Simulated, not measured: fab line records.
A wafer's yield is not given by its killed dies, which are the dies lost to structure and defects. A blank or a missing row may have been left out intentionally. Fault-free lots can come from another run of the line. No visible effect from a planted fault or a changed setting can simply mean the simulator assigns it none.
Chamber matching ; flow gf180mcu ; 4 sister chambers for GF_POLY_GATE_ETCH_13 on rie si-01
The step etches poly-Si in HBr/Cl2, stops on SiO2, target depth 198.5 nm, time 69.6 s. 4 wafers are shown with their chamber, then 7 later ones without.

== WAFERS, EACH WITH ITS CHAMBER ==
wafer;chamber;drypump motor current A (A)
L715.1;0;5.6
L715.3;1;5.7
L717.3;3;6.3
L717.4;2;5.6

== WAFERS WITHOUT THEIR CHAMBER ==
wafer;drypump motor current A (A)
L717.5;5.5
L720.4;5.7
L720.5;5.6
L720.6;6.3
L726.1;6.3
L727.3;5.7
L727.5;5.6

== CHAMBER TAKEN BY EACH ==
wafer;from the rows above;in truth
L717.5;can't be placed: 0 or 2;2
L720.4;1;1
L720.5;can't be placed: 0 or 2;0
L720.6;3;3
L726.1;3;3
L727.3;1;1
L727.5;can't be placed: 0 or 2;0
Placed correctly: 4 of 7. These rows do not allow placing 3 (true chamber among the candidates in 3). Wrongly placed: 0.
How it was worked out, from the rows above alone: a wafer's distance from a chamber is the root of the sum, over the readings, of the square of ((its reading less the chamber's mean) divided by the reading's scatter). The wafer belongs to the nearest chamber; if the next one is less than 2 further off, it can't be placed. For every chamber, the mean is computed from those of its wafers that are shown. The scatter: with one shown wafer a chamber, the root of the mean of the squares of how far each hidden wafer lies from its nearest shown one.
